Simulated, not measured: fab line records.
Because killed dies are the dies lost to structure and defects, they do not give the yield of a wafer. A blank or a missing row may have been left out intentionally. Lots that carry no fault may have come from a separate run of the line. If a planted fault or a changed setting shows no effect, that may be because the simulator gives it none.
fab line records | flow sky130
[record] lots = 13 wafers = 36 last-day = 51
route steps=708 shown CAPM@539 METAL4@598 METAL5@664 PAD_OPEN@708
lots that met no fault: taken from a fault-free run of the same line
start-h: start of the lot's first displayed wafer, in hours after the record's first day | wait-h: time in hours since the lot's previous step | " as in the row above | L1.1+2: a single row standing in for several wafers | - no value, or no start given | * or withheld: withheld | < > ~ a bound
route shown NAME@n: NAME is a module with steps in the file, n the number in the route of the first one | usual: mean/standard deviation taken from wafers without a fault | same: alike in all rows | chamber/n: place in a boat | sites: per-site readings | _std_site: their standard deviation | _edge_site: mean of outer sites minus mean of inner sites | radius-mm: for every site, how far away it sits from the centre of the wafer | mask NAME#n: copy n | behind: tool/chamber where the wafer was last shaped | hold: why the lot went on hold/how many hours it stayed there/how the hold came to an end | device: which transistor (n, p or np) failed to switch | end of line: at the end of the route, the tests of the same wafers | step lacking rows: just its recipe | killed: the dies lost at the first sort to structure and to defects; this is not the yield of the wafer | map: dies across one wafer; x = killed, . = not, _ = none there
set.NAME: setting as actually run; set.NAME@STEP: the setting as run at that earlier step | model.NAME: the simulator's own value behind a step, which no gauge read
route steps across a sampled set of lots; one table per step, one row per wafer
services: a tool's chamber out of use, with start hour (start-h, from the record's first day; less than 0 if before it), hours out, and reason
[[steps]]
[step SKY_CAPM_SPUTTER_02]
[recipe] material = TiN target-thk-nm = 200 temp-c = 300 power-w = 6500 time-s = 166.7 chamber-pressure-pa = 0.4
[usual] susceptor-temp-C = 299.97/0.2 throttle-valve-pct = 29.5/1.2
// columns lot.wafer tool chamber start-h wait-h susceptor-temp-C throttle-valve-pct
L206.1 pvd-sputter-02 - 855.56 0.1 300.10 29.9
L206.3 " - " " 299.83 28.2
L206.6 " - " " 299.77 30.2
L207.2 pvd-sputter-02 - 860.18 0.0 299.91 28.1
L207.3 " - " " 299.97 30.3
L207.4 " - " " 299.97 26.7
L208.1 pvd-sputter-04 - 871.13 0.1 300.23 30.9
L208.3 " - " " 300.04 29.5
L208.5 " - " " 299.95 28.7
L210.3 pvd-sputter-04 - 884.02 0.0 300.08 28.8
L210.5 " - " " 300.05 28.6
L212.4 pvd-sputter-03 - 906.48 0.0 300.27 30.3
L212.5 " - " " 300.30 30.2
L213.4 pvd-sputter-02 - 919.33 0.0 300.07 30.2
L213.5 " - " " 300.06 28.3
L222.1 pvd-sputter-04 - 975.24 0.1 299.91 29.2
L222.2 " - " " 299.79 28.9
L222.6 " - " " 299.76 30.8
L223.1 pvd-sputter-02 - 982.35 0.1 300.08 29.8
L223.4 " - " " 300.00 28.3
L223.5 " - " " 299.89 27.1
L224.3 pvd-sputter-03 - 988.39 0.0 300.06 30.3
L224.4 " - " " 300.00 30.7
L224.6 " - " " 300.07 30.4
L225.2 pvd-sputter-02 - 1000.10 0.0 299.64 30.0
L225.4 " - " " 299.91 27.2
L225.6 " - " " 299.97 30.1
L226.1 pvd-sputter-02 - 1013.12 0.1 299.90 30.2
L226.2 " - " " 300.13 30.5
L226.6 " - " " 299.79 27.1
L227.1 pvd-sputter-03 - 1021.12 0.1 299.88 30.2
L227.4 " - " " 300.30 30.3
L227.5 " - " " 299.81 29.9
L229.4 pvd-sputter-02 - 1029.68 0.0 299.92 30.0
L229.5 " - " " 299.66 29.9
L229.6 " - " " 300.11 30.3
[step SKY_METAL4_SPUTTER_00]
[recipe] material = Ti target-thk-nm = 15 power-w = 3000 time-s = 10 chamber-pressure-pa = 0.4
[usual] throttle-valve-pct = 30.1/0.83
// columns lot.wafer tool chamber start-h wait-h throttle-valve-pct
L206.1 pvd-sputter-03 - 937.90 0.2 30.2
L206.3 " - " " 29.7
L206.6 " - " " 30.8
L207.2 pvd-sputter-01 - 941.47 0.2 31.2
L207.3 " - " " 29.6
L207.4 " - " " 30.5
L208.1 pvd-sputter-01 - 952.81 0.2 29.9
L208.3 " - " " 29.2
L208.5 " - " " 31.1
L210.3 pvd-sputter-02 - 965.14 0.1 30.4
L210.5 " - " " 27.3
L212.4 pvd-sputter-03 - 984.87 0.1 30.0
L212.5 " - " " 29.8
L213.4 pvd-sputter-03 - 997.53 0.2 30.6
L213.5 " - " " 29.8
L222.1 pvd-sputter-03 - 1049.88 0.1 30.4
L222.2 " - " " 30.5
L222.6 " - " " 30.5
L223.1 pvd-sputter-03 - 1056.48 0.2 31.0
L223.4 " - " " 30.0
L223.5 " - " " 30.5
L224.3 pvd-sputter-03 - 1066.68 0.1 30.3
L224.4 " - " " 30.9
L224.6 " - " " 30.3
L225.2 pvd-sputter-01 - 1071.85 0.2 29.2
L225.4 " - " " 30.5
L225.6 " - " " 30.5
L226.1 pvd-sputter-03 - 1092.98 0.2 30.0
L226.2 " - " " 30.2
L226.6 " - " " 30.7
L227.1 pvd-sputter-02 - 1093.82 0.1 28.2
L227.4 " - " " 29.9
L227.5 " - " " 29.9
L229.4 pvd-sputter-01 - 1098.92 0.1 30.4
L229.5 " - " " 31.0
L229.6 " - " " 29.4
[step SKY_METAL4_ETCH_16]
[recipe] chemistry = N2/H2 target = BARC ion-energy-ev = 200 bias-w = 100 pressure-mtorr = 30 n2-flow-sccm = 100 h2-flow-sccm = 200 icp-w = 500 stop-on = SiO2 time-s = 88.2 target-depth-a = 600
[usual] drypump-motor-current-A = 5.7/0.32 oes-product-au = 0.625/0.0046 run-length-s = 116.3/0.36 throttle-valve-pct = 13.205/0.0075
// columns lot.wafer tool chamber start-h wait-h drypump-motor-current-A oes-product-au rf-hours-counter-h run-length-s throttle-valve-pct
L206.1 rie-metal-03 0 989.30 0.0 5.5 0.616 20 116.4 13.196
L206.3 " 0 " " 5.5 0.617 - 116.1 13.226
L206.6 " 0 " " 5.5 0.622 - 116.5 13.198
L207.2 rie-metal-04 0 991.69 0.0 5.4 0.630 17 116.4 13.199
L207.3 " 0 " " 5.5 0.632 - 116.6 13.222
L207.4 " 1 " " 5.2 0.627 - 116.3 13.197
L208.1 rie-metal-01 1 1001.85 0.0 5.9 0.618 18 116.4 13.207
L208.3 " 1 " " 5.9 0.631 - 116.5 13.203
L208.5 " 0 " " 5.7 0.624 - 116.0 13.208
L210.3 rie-metal-01 0 1014.14 0.0 5.7 0.642 - 111.5 13.200
L210.5 " 1 " " 5.9 0.623 - 116.6 13.200
L212.4 rie-metal-01 1 1032.74 0.0 5.9 0.641 - 112.0 13.210
L212.5 " 0 " " 5.7 0.617 - 115.8 13.198
L213.4 rie-metal-01 1 1044.24 0.0 5.9 0.646 - 112.2 13.198
L213.5 " 1 " " 5.9 0.624 - 116.4 13.207
L222.1 rie-metal-04 1 1093.36 0.0 5.2 0.632 18 116.2 13.195
L222.2 " 0 " " 5.5 0.630 23 116.5 13.199
L222.6 " 0 " " 5.4 0.628 - 116.4 13.199
L223.1 rie-metal-01 1 1097.20 0.0 5.9 0.627 23 116.8 13.213
L223.4 " 1 " " 5.9 0.618 - 116.8 13.206
L223.5 " 1 " " 5.9 0.624 - 116.8 13.213
L224.3 rie-metal-04 1 1108.43 0.0 5.2 0.623 - 116.5 13.208
L224.4 " 0 " " 5.5 0.622 - 116.5 13.210
L224.6 " 0 " " 5.5 0.628 - 116.6 13.201
L225.2 rie-metal-03 0 1114.21 0.0 5.5 0.633 1 116.2 13.210
L225.4 " 1 " " 6.3 0.625 - 116.8 13.200
L225.6 " 0 " " 5.5 0.626 - 116.4 13.200
L226.1 rie-metal-01 1 1134.63 0.0 5.9 0.625 26 116.5 13.206
L226.2 " 0 " " 5.7 0.626 22 115.8 13.195
L226.6 " 0 " " 5.7 0.629 - 116.0 13.204
L227.1 rie-metal-04 1 1134.86 0.0 5.2 0.636 22 116.1 13.212
L227.4 " 0 " " 5.5 0.634 - 116.4 13.204
L227.5 " 0 " " 5.5 0.620 - 116.6 13.199
L229.4 rie-metal-01 1 1139.68 0.0 5.9 0.623 - 116.5 13.210
L229.5 " 1 " " 5.9 0.627 - 116.5 13.208
L229.6 " 0 " " 5.7 0.631 - 115.6 13.200
[step SKY_METAL5_SPUTTER_03]
[recipe] material = Ti target-thk-nm = 5 power-w = 3000 time-s = 3.3 chamber-pressure-pa = 0.4
[usual] throttle-valve-pct = 29.6/1
// columns lot.wafer tool chamber start-h wait-h throttle-valve-pct
L206.1 pvd-sputter-04 - 1015.93 0.0 30.7
L206.3 " - " " 29.3
L206.6 " - " " 30.7
L207.2 pvd-sputter-02 - 1017.85 0.0 27.1
L207.3 " - " " 30.2
L207.4 " - " " 27.4
L208.1 pvd-sputter-04 - 1027.20 0.0 29.3
L208.3 " - " " 30.7
L208.5 " - " " 30.8
L210.3 pvd-sputter-02 - 1039.79 0.0 30.1
L210.5 " - " " 30.2
L212.4 pvd-sputter-02 - 1057.28 0.0 30.1
L212.5 " - " " 30.1
L213.4 pvd-sputter-04 - 1069.31 0.0 29.7
L213.5 " - " " 30.3
L222.1 pvd-sputter-01 - 1116.76 0.0 30.3
L222.2 " - " " 31.0
L222.6 " - " " 29.9
L223.1 pvd-sputter-02 - 1120.80 0.0 28.4
L223.4 " - " " 30.2
L223.5 " - " " 28.6
L224.3 pvd-sputter-02 - 1131.61 0.0 30.4
L224.4 " - " " 30.2
L224.6 " - " " 27.1
L225.2 pvd-sputter-02 - 1137.74 0.0 30.1
L225.4 " - " " 27.4
L225.6 " - " " 30.4
L226.1 pvd-sputter-01 - 1156.71 0.0 31.1
L226.2 " - " " 30.5
L226.6 " - " " 30.4
L227.1 pvd-sputter-02 - 1157.01 0.0 27.1
L227.4 " - " " 30.2
L227.5 " - " " 30.3
L229.4 pvd-sputter-01 - 1161.68 0.0 30.0
L229.5 " - " " 29.7
L229.6 " - " " 30.4
[step SKY_PAD_OPEN_PROBE_99]
[usual] defect-limited-yield = 82.3/1.8 killed_at_M0_to_M3 = 43/6 killed_at_M4_up = 3.2/1.9 killed-at-contacts = 25/5.4 killed-at-front-end = 15/4.5 killed-at-other = 0.3/0.59 killed-dies = 87/8.7 killed-open = 47/6.7 killed-short = 39/5.7 sort_bin_3_pad_short = 0.9/0.43 sort_bin_5_function = 10.4/1.4 sort_bin_6_memory = 6.4/1.2 sort-n-pass = 405/8.7 sort-yield-pct = 82.3/1.8
[same] gross-dies = 492 killed-at-back-side = 0 sort_bin_4_leakage[%] = 0 sort_bin_8_speed[%] = 0
// columns lot.wafer tool chamber start-h wait-h defect-limited-yield[%] killed_at_M0_to_M3 killed_at_M4_up killed-at-contacts killed-at-front-end killed-at-other killed-dies killed-open killed-short sort_bin_3_pad_short[%] sort_bin_5_function[%] sort_bin_6_memory[%] sort-n-pass sort-yield-pct[%]
L206.1 prober-01 - 1084.69 0.1 84.8 29 4 19 21 2 75 36 37 0.2 8.9 6.1 417 84.8
L206.3 prober-01 - 1084.79 0.2 84.3 38 3 26 10 0 77 36 41 1.6 8.9 5.1 415 84.3
L206.6 prober-01 - 1084.94 0.2 81.3 43 3 26 20 0 92 50 42 1.2 10.2 7.3 400 81.3
L210.3 prober-01 - 1106.37 0.2 79.3 51 3 35 13 0 102 59 43 1.2 12.8 6.7 390 79.3
L212.4 prober-01 - 1120.79 0.2 82.7 38 2 24 20 1 85 48 37 0.4 9.1 7.7 407 82.7
L212.5 prober-01 - 1120.84 0.2 83.1 46 5 24 8 0 83 44 39 0.4 12.2 4.3 409 83.1
L224.3 prober-01 - 1188.29 0.2 83.9 34 1 28 16 0 79 43 36 0.8 10.2 5.1 413 83.9
L224.4 prober-01 - 1188.34 0.2 80.7 39 6 23 27 0 95 44 51 1.4 10.2 7.7 397 80.7
L224.6 prober-01 - 1188.44 0.2 80.7 48 2 17 26 2 95 57 38 0.8 11.2 7.3 397 80.7
L226.1 prober-01 - 1208.59 0.1 82.5 38 1 28 18 1 86 46 40 1.2 11.8 4.5 406 82.5
L226.2 prober-01 - 1208.64 0.1 83.5 34 1 34 12 0 81 47 34 1.0 11.0 4.5 411 83.5
L226.6 prober-01 - 1208.84 0.2 82.7 44 1 31 9 0 85 49 36 1.6 8.7 6.9 407 82.7
// killed by level:class
L206.1 FIELD_ISO:geometric-particle:short=7 VIA1:geometric-particle:open=7 METAL2:geometric-particle:short=7 LI_CONTACT:geometric-particle:open=5 METAL1:geometric-particle:short=5 POLY_GATE:geometric-particle:open=4 LOCAL_INTERCONNECT:geometric-particle:short=4 CONTACT:geometric-particle:short=4
L206.3 LI_CONTACT:geometric-particle:open=10 CONTACT:geometric-particle:short=8 VIA2:geometric-particle:open=6 VIA1:geometric-particle:open=6 VIA3:geometric-particle:open=4 POLY_GATE:geometric-particle:short=4 METAL1:geometric-particle:short=4 METAL3:geometric-particle:short=4
L206.6 CONTACT:geometric-particle:open=12 VIA1:geometric-particle:open=9 FIELD_ISO:geometric-particle:short=8 VIA3:geometric-particle:open=7 LI_CONTACT:geometric-particle:open=6 VIA1:geometric-particle:short=5 METAL2:geometric-particle:short=5 VIA2:geometric-particle:open=5
L210.3 VIA1:geometric-particle:open=20 LI_CONTACT:geometric-particle:open=12 VIA3:geometric-particle:open=8 VIA1:geometric-particle:short=7 CONTACT:geometric-particle:short=6 CONTACT:geometric-particle:open=6 LI_CONTACT:geometric-particle:short=5 LOCAL_INTERCONNECT:geometric-particle:short=5
L212.4 POLY_GATE:geometric-particle:open=8 CONTACT:geometric-particle:open=7 VIA1:geometric-particle:open=7 LI_CONTACT:geometric-particle:open=6 VIA1:geometric-particle:short=6 METAL2:geometric-particle:short=5 VIA3:geometric-particle:open=5 FIELD_ISO:geometric-particle:short=4
L212.5 VIA1:geometric-particle:open=10 VIA3:geometric-particle:open=9 LI_CONTACT:geometric-particle:open=8 CONTACT:geometric-particle:short=5 CONTACT:geometric-particle:open=5 METAL2:geometric-particle:short=5 POLY_GATE:geometric-particle:short=4 METAL1:geometric-particle:open=4
L224.3 CONTACT:geometric-particle:open=13 VIA1:geometric-particle:open=9 LI_CONTACT:geometric-particle:open=6 POLY_GATE:geometric-particle:open=5 VIA1:geometric-particle:short=5 METAL1:geometric-particle:short=5 VIA3:geometric-particle:open=5 POLY_GATE:geometric-particle:short=4
L224.4 FIELD_ISO:geometric-particle:open=9 POLY_GATE:geometric-particle:short=8 VIA1:geometric-particle:open=8 VIA1:geometric-particle:short=7 CONTACT:geometric-particle:open=7 METAL2:geometric-particle:short=7 FIELD_ISO:geometric-particle:short=6 METAL4:geometric-particle:short=6
L224.6 VIA1:geometric-particle:open=12 FIELD_ISO:geometric-particle:open=8 POLY_GATE:geometric-particle:open=8 CONTACT:geometric-particle:open=7 METAL1:geometric-particle:short=7 VIA1:geometric-particle:short=6 FIELD_ISO:geometric-particle:short=5 VIA3:geometric-particle:open=5
L226.1 VIA1:geometric-particle:open=13 CONTACT:geometric-particle:open=10 POLY_GATE:geometric-particle:short=9 LOCAL_INTERCONNECT:geometric-particle:short=6 LI_CONTACT:geometric-particle:open=5 VIA3:geometric-particle:open=5 CONTACT:geometric-particle:short=4 VIA1:geometric-particle:short=3
L226.2 CONTACT:geometric-particle:open=14 VIA2:geometric-particle:open=8 LI_CONTACT:geometric-particle:open=7 VIA3:geometric-particle:open=7 LOCAL_INTERCONNECT:geometric-particle:short=7 POLY_GATE:geometric-particle:short=5 VIA1:geometric-particle:short=5 VIA3:geometric-particle:short=4
L226.6 CONTACT:geometric-particle:open=11 VIA3:geometric-particle:open=8 LI_CONTACT:geometric-particle:open=7 CONTACT:geometric-particle:short=7 VIA2:geometric-particle:open=7 VIA1:geometric-particle:open=6 VIA3:geometric-particle:short=6 LOCAL_INTERCONNECT:geometric-particle:short=5
[[services]]
// columns tool chamber start-h hours kind
rie-metal-04 - 842.63 0.7 repair
pvd-sputter-01 - 853.43 13.4 repair
pvd-sputter-02 - 863.63 7.7 repair
pvd-sputter-03 - 867.32 3.9 repair
rie-metal-04 0 882.02 5.4 repair
pvd-sputter-01 - 921.39 1.7 repair
rie-metal-04 - 950.01 14.6 pm
pvd-sputter-03 - 965.07 5.4 repair
pvd-sputter-01 - 967.40 4.0 repair
pvd-sputter-01 - 1019.09 2.4 repair
rie-metal-04 - 1023.55 2.8 pm
rie-metal-03 0 1082.60 - clean
rie-metal-03 0 1082.60 16.9 scheduled-down
rie-metal-03 0 1082.60 16.9 vent-cycle
pvd-sputter-03 - 1130.40 0.9 repair
rie-metal-01 1 1140.15 - clean
rie-metal-01 1 1140.15 - consumable-replace:focus-ring
rie-metal-01 1 1140.15 25.7 scheduled-down
rie-metal-01 1 1140.15 25.7 vent-cycle
pvd-sputter-02 - 1159.99 2.1 repair
[[key]]
[first-sign] step = SKY_METAL4_ETCH_16 reading = run-length-s direction = down sigmas = 12 usual = * struck = *
[effect] step = SKY_METAL4_ETCH_16 reading = oes-product-au direction = up sigmas = 3.8 usual = 0.625 struck = 0.643
met-at SKY_METAL4_ETCH_16
struck-lots L210,L212,L213
struck-wafers L210.3,L212.4,L213.4
not-acting-at SKY_CAPM_SPUTTER_02,SKY_METAL4_SPUTTER_00,SKY_METAL5_SPUTTER_03
onset-between 1001.85 1014.14
[fault] kind = process-parameter-drift tool = rie-metal-01 chamber = - onset-h = 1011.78 steps = SKY_METAL4_ETCH_16 channel = time-s offset = * shape = step end-h = 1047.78 scope = struck-wafers-only acts-in = * stated = *
